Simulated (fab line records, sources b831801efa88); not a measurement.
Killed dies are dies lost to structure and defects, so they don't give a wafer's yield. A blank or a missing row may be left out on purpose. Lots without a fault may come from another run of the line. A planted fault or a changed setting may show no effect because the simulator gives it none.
fab line records | flow gf180mcu
record lots=24 wafers=72 last_day=34
route steps=602 shown CONTACT@288 V1@339 M3@414 V3@450
lots that met no fault: from a run of the same line without faults
start_h: hours from the record's first day to the start of the lot's first wafer shown | wait_h: hours since the lot's step before | " the same as in the row above | L1.1+2: a row that stands for several wafers | - no value, or no start given | * or withheld: withheld | < > ~ a bound
route shown NAME@n: a module of which the file shows steps, and the number in the route of the first | usual: mean/standard deviation of fault-free wafers | same: alike in all rows | chamber/n: place in a boat | sites: the reading at each site | _std_site: their standard deviation | _edge_site: outer sites' mean less inner sites' | radius_mm: how far each site lies from the wafer's centre | mask NAME#n: copy n | behind: the tool/chamber that last shaped the wafer | hold: why the lot was held/for how many hours/how that ended | device: the transistor (n, p or np) that didn't switch | end of line: the same wafers' tests at the end of the route | a step without rows: its recipe alone | killed: dies lost to structure and defects at the first sort, not the wafer's yield | map: a wafer's dies, x killed, . not, _ none there
set.NAME: the setting as run; set.NAME@STEP: as run at that earlier step | model.NAME: the simulator's own value behind a step, which no gauge read
steps of the route over a sample of lots; a table a step, a row a wafer
services: from which hour (start_h, from the record's first day; less than 0 if before it) a tool's chamber was out of use, for how many hours, and why
## steps
# step GF_CONTACT_THK_MEAS_01
# recipe reads=SiO2_of_CONTACT_CVD_00
# usual CONTACT_CVD_00_THK=299/3.2
# columns lot.wafer tool chamber start_h wait_h CONTACT_CVD_00_THK[nm]
L074.2 film_metro-02 - 342.75 0.0 302
L074.5 " - " " 301
L074.6 " - " " 298
L075.1 film_metro-02 - 352.95 0.0 297
L075.3 " - " " 291
L075.4 " - " " 295
L076.2 film_metro-03 - 364.37 0.0 301
L076.4 " - " " 304
L076.6 " - " " 300
L077.1 film_metro-03 - 373.02 0.0 294
L077.5 " - " " 298
L077.6 " - " " 302
L078.3 film_metro-01 - 378.52 0.0 299
L078.4 " - " " 297
L078.6 " - " " 304
L079.1 film_metro-03 - 394.86 0.0 298
L079.3 " - " " 296
L079.4 " - " " 304
L080.1 film_metro-03 - 399.77 0.0 294
L080.5 " - " " 294
L080.6 " - " " 293
L081.1 film_metro-02 - 405.58 0.0 300
L081.2 " - " " 302
L081.4 " - " " 299
L082.3 film_metro-02 - 411.51 0.0 304
L082.4 " - " " 306
L082.6 " - " " 300
L083.1 film_metro-02 - 426.45 0.0 299
L083.3 " - " " 296
L083.6 " - " " 294
L084.3 film_metro-03 - 430.64 0.0 297
L084.5 " - " " 299
L084.6 " - " " 297
L085.4 film_metro-02 - 440.25 0.0 303
L085.5 " - " " 301
L085.6 " - " " 300
L086.1 film_metro-01 - 445.72 0.0 299
L086.3 " - " " 300
L086.5 " - " " 300
L087.2 film_metro-03 - 454.36 0.0 299
L087.5 " - " " 296
L087.6 " - " " 300
L088.2 film_metro-03 - 464.57 0.0 296
L088.3 " - " " 300
L088.6 " - " " 296
L089.2 film_metro-03 - 474.56 0.0 297
L089.4 " - " " 304
L089.6 " - " " 297
L090.1 film_metro-01 - 482.35 0.0 305
L090.3 " - " " 298
L090.6 " - " " 298
L091.1 film_metro-02 - 492.21 0.0 295
L091.2 " - " " 296
L091.6 " - " " 296
L092.3 film_metro-03 - 500.49 0.0 296
L092.5 " - " " 296
L092.6 " - " " 301
L093.1 film_metro-01 - 508.65 0.0 296
L093.3 " - " " 297
L093.4 " - " " 299
L094.2 film_metro-02 - 515.36 0.0 302
L094.3 " - " " 304
L094.6 " - " " 303
L095.2 film_metro-03 - 522.48 0.0 297
L095.4 " - " " 298
L095.5 " - " " 297
L096.1 film_metro-03 - 531.58 0.0 297
L096.4 " - " " 300
L096.5 " - " " 303
L097.3 film_metro-03 - 542.07 0.0 303
L097.4 " - " " 305
L097.6 " - " " 300
# step GF_V1_CMP_04
# recipe material=SiO2 down_force_psi=4 platen_rpm=60 pad_velocity_m_s=0.94248
# usual head_pressure_psi=4.001/0.0093 motor_current_A=12.1/1.4 time_to_endpoint_s=80/6.6
# columns lot.wafer tool chamber start_h wait_h head_pressure_psi motor_current_A time_to_endpoint_s
L074.2 cmp-02 3 390.83 0.0 4.004 10.8 77
L074.6 " 3 " " 3.993 10.6 84
L074.5 " 0 " " 4.011 11.6 77
L075.4 cmp-01 0 400.77 0.1 4.004 12.1 86
L075.3 " 1 " " 3.990 12.2 81
L075.1 " 2 " " 3.997 12.3 79
L076.4 cmp-01 2 413.73 0.1 4.018 12.3 92
L076.2 " 3 " " 3.988 12.5 85
L076.6 " 2 " " 4.002 12.7 85
L077.1 cmp-02 2 423.83 0.2 3.997 11.1 77
L077.6 " 3 " " 3.994 11.2 73
L077.5 " 0 " " 3.992 11.4 89
L078.4 cmp-01 2 428.52 0.0 3.999 13.4 85
L078.3 " 0 " " 4.007 12.4 84
L078.6 " 3 " " 4.008 12.9 88
L079.4 cmp-02 0 445.89 0.0 4.010 11.0 75
L079.3 " 1 " " 4.013 15.7 81
L079.1 " 2 " " 3.999 11.3 66
L080.1 cmp-01 0 450.94 0.1 3.990 12.5 78
L080.6 " 2 " " 4.000 12.3 92
L080.5 " 3 " " 3.988 12.6 85
L081.1 cmp-02 3 457.74 0.1 4.009 11.0 78
L081.2 " 0 " " 4.015 11.9 80
L081.4 " 1 " " 4.002 14.8 86
L082.4 cmp-02 1 463.01 0.1 4.001 14.8 90
L082.3 " 3 " " 4.005 10.7 76
L082.6 " 0 " " 4.008 11.3 89
L083.1 cmp-02 3 478.63 0.1 3.993 11.0 74
L083.3 " 0 " " 3.995 11.3 74
L083.6 " 2 " " 4.011 10.9 76
L084.3 cmp-02 2 482.81 0.1 3.995 11.4 68
L084.5 " 0 " " 4.003 11.5 79
L084.6 " 1 " " 4.004 15.3 85
L085.4 cmp-01 0 492.69 0.2 4.004 12.0 89
L085.6 " 1 " " 4.012 11.9 92
L085.5 " 2 " " 3.984 12.7 94
L086.1 cmp-02 2 497.23 0.1 4.002 11.3 71
L086.3 " 1 " " 3.999 15.7 86
L086.5 " 2 " " 4.008 11.2 75
L087.2 cmp-02 3 506.10 0.1 3.997 11.0 70
L087.5 " 2 " " 4.000 11.1 75
L087.6 " 3 " " 4.008 10.8 80
L088.3 cmp-01 2 514.77 0.2 3.980 13.3 72
L088.2 " 0 " " 3.982 11.9 81
L088.6 " 1 " " 4.016 10.8 81
L089.2 cmp-01 2 525.03 0.0 4.004 13.2 78
L089.4 " 1 " " 3.989 11.2 84
L089.6 " 2 " " 3.999 13.3 81
L090.1 cmp-01 2 532.48 0.1 4.011 13.0 81
L090.3 " 3 " " 4.005 12.4 78
L090.6 " 1 " " 4.008 11.7 86
L091.1 cmp-02 3 542.38 0.1 3.994 11.0 67
L091.2 " 0 " " 4.014 11.2 71
L091.6 " 0 " " 4.000 11.7 78
L092.3 cmp-02 2 550.50 0.2 3.996 11.4 71
L092.5 " 3 " " 3.994 10.8 73
L092.6 " 0 " " 3.999 11.2 86
L093.4 cmp-02 3 557.43 0.0 3.994 10.7 73
L093.3 " 0 " " 3.987 11.1 76
L093.1 " 2 " " 3.984 11.2 70
L094.2 cmp-02 3 563.69 0.1 4.007 10.5 68
L094.3 " 1 " " 3.996 15.3 74
L094.6 " 2 " " 4.027 11.3 76
L095.2 cmp-01 2 570.45 0.1 4.006 13.8 78
L095.4 " 3 " " 3.991 12.3 90
L095.5 " 1 " " 3.998 10.8 90
L096.1 cmp-02 1 580.33 0.1 4.009 15.1 82
L096.4 " 2 " " 3.997 11.2 67
L096.5 " 1 " " 4.012 15.5 87
L097.4 cmp-01 0 588.28 0.1 3.996 11.3 93
L097.3 " 2 " " 4.003 12.9 83
L097.6 " 3 " " 3.991 12.1 89
# step GF_V1_CD_MEAS_14
# recipe target_cd_nm=260
# usual cd_nm=260.2/0.99
# columns lot.wafer tool chamber start_h wait_h cd_nm
L074.2 cd_sem-01 - 414.81 0.1 260.0
L074.5 " - " " 258.8
L074.6 " - " " 260.6
L075.1 cd_sem-01 - 424.67 0.1 260.7
L075.3 " - " " 260.6
L075.4 " - " " 260.5
L076.2 cd_sem-02 - 438.16 0.1 261.7
L076.4 " - " " 261.0
L076.6 " - " " 261.2
L077.1 cd_sem-01 - 448.57 0.1 260.6
L077.5 " - " " 259.9
L077.6 " - " " 258.7
L078.3 cd_sem-02 - 453.06 0.1 260.1
L078.4 " - " " 260.0
L078.6 " - " " 259.8
L079.1 cd_sem-01 - 470.10 0.1 258.7
L079.3 " - " " 259.8
L079.4 " - " " 258.5
L080.1 cd_sem-01 - 475.15 0.1 259.6
L080.5 " - " " 259.0
L080.6 " - " " 258.6
L081.1 cd_sem-01 - 482.45 0.1 259.8
L081.2 " - " " 259.9
L081.4 " - " " 259.8
L082.3 cd_sem-01 - 486.84 0.1 260.5
L082.4 " - " " 258.9
L082.6 " - " " 260.6
L083.1 cd_sem-01 - 502.47 0.1 259.8
L083.3 " - " " 259.8
L083.6 " - " " 260.5
L084.3 cd_sem-01 - 507.29 0.1 259.3
L084.5 " - " " 259.6
L084.6 " - " " 260.6
L085.4 cd_sem-02 - 516.80 0.2 260.7
L085.5 " - " " 260.7
L085.6 " - " " 260.5
L086.1 cd_sem-02 - 520.35 0.1 260.7
L086.3 " - " " 260.9
L086.5 " - " " 259.3
L087.2 cd_sem-01 - 529.14 0.1 259.3
L087.5 " - " " 260.1
L087.6 " - " " 260.1
L088.2 cd_sem-01 - 538.46 0.1 260.6
L088.3 " - " " 261.7
L088.6 " - " " 260.3
L089.2 cd_sem-02 - 548.17 0.1 259.5
L089.4 " - " " 260.8
L089.6 " - " " 260.0
L090.1 cd_sem-02 - 555.17 0.1 259.4
L090.3 " - " " 259.6
L090.6 " - " " 259.4
L091.1 cd_sem-02 - 564.54 0.1 259.6
L091.2 " - " " 258.2
L091.6 " - " " 259.1
L092.3 cd_sem-02 - 573.04 0.1 259.8
L092.5 " - " " 260.0
L092.6 " - " " 260.4
L093.1 cd_sem-01 - 579.49 0.1 262.0
L093.3 " - " " 261.9
L093.4 " - " " 261.8
L094.2 cd_sem-01 - 585.66 0.1 263.1
L094.3 " - " " 261.6
L094.6 " - " " 261.5
L095.2 cd_sem-01 - 592.87 0.1 260.6
L095.4 " - " " 260.7
L095.5 " - " " 259.7
L096.1 cd_sem-02 - 601.94 0.1 259.6
L096.4 " - " " 259.1
L096.5 " - " " 259.4
L097.3 cd_sem-02 - 609.48 0.1 260.4
L097.4 " - " " 260.8
L097.6 " - " " 259.2
# step GF_V1_RS_MEAS_24
# recipe thk_meas_gauge=four-point-probe reads=W_of_V1_CVD_23+TiN_of_V1_SPUTTER_22+Ti_of_V1_SPUTTER_21
# usual V1_W_RS=0.318/0.0033
# columns lot.wafer tool chamber start_h wait_h V1_W_RS[ohm/sq]
L074.2 film_metro-04 - 415.88 0.1 0.319
L074.5 " - " " 0.320
L074.6 " - " " 0.319
L075.1 film_metro-04 - 425.87 0.1 0.315
L075.3 " - " " 0.319
L075.4 " - " " 0.316
L076.2 film_metro-02 - 439.28 0.1 0.317
L076.4 " - " " 0.315
L076.6 " - " " 0.315
L077.1 film_metro-04 - 449.60 0.1 0.317
L077.5 " - " " 0.316
L077.6 " - " " 0.317
L078.3 film_metro-04 - 454.09 0.1 0.318
L078.4 " - " " 0.314
L078.6 " - " " 0.316
L079.1 film_metro-01 - 475.45 4.4 0.315
L079.3 " - " " 0.314
L079.4 " - " " 0.314
L080.1 film_metro-01 - 476.21 0.1 0.324
L080.5 " - " " 0.326
L080.6 " - " " 0.312
L081.1 film_metro-04 - 483.49 0.1 0.322
L081.2 " - " " 0.320
L081.4 " - " " 0.320
L082.3 film_metro-04 - 487.87 0.1 0.316
L082.4 " - " " 0.321
L082.6 " - " " 0.316
L083.1 film_metro-04 - 503.50 0.1 0.316
L083.3 " - " " 0.322
L083.6 " - " " 0.319
L084.3 film_metro-02 - 508.32 0.1 0.319
L084.5 " - " " 0.320
L084.6 " - " " 0.318
L085.4 film_metro-02 - 517.83 0.1 0.316
L085.5 " - " " 0.314
L085.6 " - " " 0.316
L086.1 film_metro-02 - 521.38 0.1 0.317
L086.3 " - " " 0.321
L086.5 " - " " 0.321
L087.2 film_metro-01 - 530.19 0.1 0.322
L087.5 " - " " 0.321
L087.6 " - " " 0.315
L088.2 film_metro-01 - 539.50 0.1 0.322
L088.3 " - " " 0.322
L088.6 " - " " 0.319
L089.2 film_metro-04 - 549.20 0.1 0.316
L089.4 " - " " 0.320
L089.6 " - " " 0.313
L090.1 film_metro-04 - 556.55 0.1 0.320
L090.3 " - " " 0.318
L090.6 " - " " 0.322
L091.1 film_metro-04 - 565.57 0.1 0.318
L091.2 " - " " 0.314
L091.6 " - " " 0.314
L092.3 film_metro-04 - 574.10 0.1 0.317
L092.5 " - " " 0.319
L092.6 " - " " 0.318
L093.1 film_metro-01 - 580.61 0.1 0.327
L093.3 " - " " 0.320
L093.4 " - " " 0.325
L094.2 film_metro-04 - 586.69 0.1 0.313
L094.3 " - " " 0.312
L094.6 " - " " 0.317
L095.2 film_metro-04 - 593.90 0.1 0.318
L095.4 " - " " 0.316
L095.5 " - " " 0.317
L096.1 film_metro-02 - 603.09 0.1 0.312
L096.4 " - " " 0.315
L096.5 " - " " 0.313
L097.3 film_metro-02 - 610.51 0.1 0.317
L097.4 " - " " 0.316
L097.6 " - " " 0.317
# step GF_M3_RS_MEAS_05
# recipe thk_meas_gauge=four-point-probe reads=TiN_of_M3_SPUTTER_04+Ti_of_M3_SPUTTER_03+AlCu_of_M3_SPUTTER_02+TiN_of_M3_SPUTTER_01+Ti_of_M3_SPUTTER_00
# usual M3_ALCU_RS=0.0699/0.0009
# columns lot.wafer tool chamber start_h wait_h M3_ALCU_RS[ohm/sq]
L074.2 film_metro-03 - 468.23 0.0 0.0705
L074.5 " - " " 0.0701
L074.6 " - " " 0.0701
L075.1 film_metro-01 - 477.59 0.0 0.0699
L075.3 " - " " 0.0690
L075.4 " - " " 0.0688
L076.2 film_metro-04 - 492.45 0.0 0.0688
L076.4 " - " " 0.0695
L076.6 " - " " 0.0715
L077.1 film_metro-03 - 501.92 0.0 0.0705
L077.5 " - " " 0.0708
L077.6 " - " " 0.0697
L078.3 film_metro-01 - 505.96 0.1 0.0688
L078.4 " - " " 0.0709
L078.6 " - " " 0.0688
L079.1 film_metro-03 - 526.34 0.0 0.0705
L079.3 " - " " 0.0697
L079.4 " - " " 0.0699
L080.1 film_metro-03 - 528.49 0.0 0.0691
L080.5 " - " " 0.0686
L080.6 " - " " 0.0698
L081.1 film_metro-04 - 534.45 0.0 0.0696
L081.2 " - " " 0.0701
L081.4 " - " " 0.0699
L082.3 film_metro-04 - 538.32 0.1 0.0702
L082.4 " - " " 0.0720
L082.6 " - " " 0.0722
L083.1 film_metro-04 - 553.28 0.0 0.0691
L083.3 " - " " 0.0693
L083.6 " - " " 0.0687
L084.3 film_metro-04 - 558.59 0.1 0.0707
L084.5 " - " " 0.0700
L084.6 " - " " 0.0694
L085.4 film_metro-04 - 566.69 0.1 0.0688
L085.5 " - " " 0.0695
L085.6 " - " " 0.0690
L086.1 film_metro-03 - 569.91 0.0 0.0702
L086.3 " - " " 0.0686
L086.5 " - " " 0.0697
L087.2 film_metro-03 - 577.92 0.0 0.0702
L087.5 " - " " 0.0702
L087.6 " - " " 0.0716
L088.2 film_metro-03 - 587.74 0.0 0.0700
L088.3 " - " " 0.0711
L088.6 " - " " 0.0712
L089.2 film_metro-04 - 596.19 0.0 0.0693
L089.4 " - " " 0.0690
L089.6 " - " " 0.0690
L090.1 film_metro-04 - 603.88 0.0 0.0701
L090.3 " - " " 0.0691
L090.6 " - " " 0.0689
L091.1 film_metro-04 - 611.52 0.0 0.0693
L091.2 " - " " 0.0694
L091.6 " - " " 0.0693
L092.3 film_metro-04 - 620.55 0.1 0.0699
L092.5 " - " " 0.0696
L092.6 " - " " 0.0692
L093.1 film_metro-01 - 626.69 0.0 0.0705
L093.3 " - " " 0.0694
L093.4 " - " " 0.0687
L094.2 film_metro-03 - 632.78 0.0 0.0705
L094.3 " - " " 0.0709
L094.6 " - " " 0.0706
L095.2 film_metro-04 - 639.23 0.0 0.0697
L095.4 " - " " 0.0704
L095.5 " - " " 0.0698
L096.1 film_metro-04 - 647.20 0.0 0.0709
L096.4 " - " " 0.0698
L096.5 " - " " 0.0698
L097.3 film_metro-04 - 654.26 0.1 0.0711
L097.4 " - " " 0.0708
L097.6 " - " " 0.0706
# step GF_V3_SPUTTER_21
# recipe material=Ti target_thk_nm=15 chamber_pressure_pa=5 power_w=2500 substrate_temp_c=200 time_s=80.02
# usual throttle_valve_pct=29.9/0.71
# columns lot.wafer tool chamber start_h wait_h throttle_valve_pct
L074.2 pvd_sputter-02 - 518.10 0.0 31.0
L074.5 " - " " 31.0
L074.6 " - " " 30.1
L075.1 pvd_sputter-01 - 526.99 0.0 30.3
L075.3 " - " " 30.0
L075.4 " - " " 29.9
L076.2 pvd_sputter-04 - 541.69 0.0 29.0
L076.4 " - " " 30.5
L076.6 " - " " 29.1
L077.1 pvd_sputter-04 - 550.30 0.0 29.7
L077.5 " - " " 30.3
L077.6 " - " " 29.0
L078.3 pvd_sputter-04 - 553.41 0.0 30.5
L078.4 " - " " 30.0
L078.6 " - " " 29.4
L079.1 pvd_sputter-02 - 573.09 0.0 30.3
L079.3 " - " " 31.4
L079.4 " - " " 31.1
L080.1 pvd_sputter-01 - 576.51 0.0 29.8
L080.5 " - " " 29.9
L080.6 " - " " 29.6
L081.1 pvd_sputter-04 - 582.69 0.0 29.9
L081.2 " - " " 29.0
L081.4 " - " " 30.1
L082.3 pvd_sputter-01 - 583.64 0.0 29.7
L082.4 " - " " 29.8
L082.6 " - " " 29.6
L083.1 pvd_sputter-02 - 598.81 0.0 29.4
L083.3 " - " " 31.8
L083.6 " - " " 31.6
L084.3 pvd_sputter-04 - 605.14 0.0 29.0
L084.5 " - " " 29.7
L084.6 " - " " 29.1
L085.4 pvd_sputter-02 - 610.77 0.0 31.1
L085.5 " - " " 31.2
L085.6 " - " " 29.4
L086.1 pvd_sputter-01 - 614.57 0.0 29.8
L086.3 " - " " 29.4
L086.5 " - " " 29.7
L087.2 pvd_sputter-04 - 621.89 0.0 29.9
L087.5 " - " " 29.0
L087.6 " - " " 29.8
L088.2 pvd_sputter-04 - 631.74 0.0 29.4
L088.3 " - " " 30.5
L088.6 " - " " 29.0
L089.2 pvd_sputter-02 - 639.62 0.0 29.2
L089.4 " - " " 30.1
L089.6 " - " " 31.0
L090.1 pvd_sputter-04 - 646.71 0.0 29.2
L090.3 " - " " 30.5
L090.6 " - " " 30.3
L091.1 pvd_sputter-04 - 653.67 0.0 29.3
L091.2 " - " " 30.1
L091.6 " - " " 29.1
L092.3 pvd_sputter-02 - 663.09 0.0 30.8
L092.5 " - " " 31.0
L092.6 " - " " 29.0
L093.1 pvd_sputter-01 - 668.69 0.0 29.8
L093.3 " - " " 30.2
L093.4 " - " " 29.5
L094.2 pvd_sputter-04 - 673.44 0.0 30.1
L094.3 " - " " 29.0
L094.6 " - " " 29.2
L095.2 pvd_sputter-04 - 680.45 0.0 29.1
L095.4 " - " " 30.6
L095.5 " - " " 29.3
L096.1 pvd_sputter-04 - 687.24 0.0 30.5
L096.4 " - " " 28.9
L096.5 " - " " 29.5
L097.3 pvd_sputter-02 - 693.35 0.0 30.9
L097.4 " - " " 31.7
L097.6 " - " " 29.1
## services
# columns tool chamber start_h hours kind
cmp-01 - 369.22 1.1 repair
cmp-02 - 404.00 4.0 pm
cmp-02 - 408.00 - consumable_replace:conditioner
cmp-02 - 408.00 - consumable_replace:pad
pvd_sputter-04 3 409.22 - consumable_replace:kit
cmp-01 - 430.91 4.9 pm
pvd_sputter-02 - 437.09 8.5 repair
cmp-01 - 443.58 1.9 repair
cmp-01 - 463.28 2.2 repair
pvd_sputter-04 - 474.13 4.7 repair
cmp-01 - 498.09 4.9 pm
cmp-02 - 512.70 6.5 pm
pvd_sputter-04 - 515.51 19.3 repair
pvd_sputter-04 - 551.54 1.4 repair
cmp-01 - 571.37 2.2 repair
cmp-01 - 573.61 4.0 pm
cmp-01 - 579.22 0.6 repair
pvd_sputter-01 - 586.78 4.7 repair
cmp-01 - 622.97 0.5 repair
cmp-02 - 632.84 3.4 pm
cmp-01 - 634.54 0.8 repair
cmp-01 - 658.62 0.5 repair
pvd_sputter-04 - 661.52 0.6 repair
cmp-01 - 686.65 5.2 repair
## key
fault none
